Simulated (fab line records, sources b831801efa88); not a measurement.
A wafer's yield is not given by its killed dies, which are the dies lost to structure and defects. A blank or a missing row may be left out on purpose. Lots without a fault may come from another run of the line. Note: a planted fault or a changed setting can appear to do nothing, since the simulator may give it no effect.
Which tool was responsible? ; flow sky130 ; Sampling: 6 lots, 18 wafers, 3 of 708 route steps

WHAT EACH GAUGE READ, for each wafer
SKY_VT_ADJUST_PCH_TW_MEAS_10.
lot;measured;on;VT_ADJUST_PCH_TW
L964;day 10 19:04;film_metro-01;141.3 141.9 142.3
L966;day 11 06:38;film_metro-02;143.5 143.9 143.4
L971;day 12 20:22;film_metro-02;142.7 142.7 142.3
L977;day 14 23:54;film_metro-03;141.6 141.2 140.6
L979;day 15 13:28;film_metro-03;142.2 142.1 142.5
L984;day 17 00:48;film_metro-03;142.9 142.2 142.7

WHICH TOOL RAN EACH LOT (tool, then ch and the chambers of the sampled wafers, then the start)
lot;SKY_FIELD_ISO_WET_ETCH_18;SKY_VT_ADJUST_LVTN_STRIP_20
L964;wet_bench-02 ch 1, day 2 15:31;plasma_asher-03 ch 0,1, day 8 05:00
L966;wet_bench-01 ch 2, day 3 01:16;plasma_asher-03 ch 0,1, day 8 15:04
L971;wet_bench-01 ch 0, day 4 05:10;plasma_asher-03 ch 0,1, day 10 01:20
L977;wet_bench-01 ch 1, day 5 15:25;plasma_asher-04 ch 0,1, day 11 21:58
L979;wet_bench-02 ch 0, day 5 22:43;plasma_asher-02 ch 0,1, day 12 08:30
L984;wet_bench-03 ch 3, day 7 01:52;plasma_asher-03 ch 1, day 13 14:57
- SKY_FIELD_ISO_WET_ETCH_18: etches Si3N4 in H3PO4, target depth 25 nm, time 286 s.
- SKY_VT_ADJUST_LVTN_STRIP_20: strips in O2/N2.

THE ANSWER, worked out from the rows above alone
Rule: usual is defined by the lots themselves. Put in order of their means at a reading, lots are off if they are a third of the lots or fewer, leave a main group of 4 or more, and stand apart from it by a gap of 3 or more times the standard deviation of the main group's means; of several such gaps the widest counts. A main group whose means are all the same, to the digits that the tables above print for the reading, isn't used. A lot without any number at a reading at which 4 lots or more have one is off too. Any other lot the step has rows for is counted as sound.
No lot is off at any reading shown: from this, nothing can be told.

WHAT WAS PUT IN BY THE SIMULATOR
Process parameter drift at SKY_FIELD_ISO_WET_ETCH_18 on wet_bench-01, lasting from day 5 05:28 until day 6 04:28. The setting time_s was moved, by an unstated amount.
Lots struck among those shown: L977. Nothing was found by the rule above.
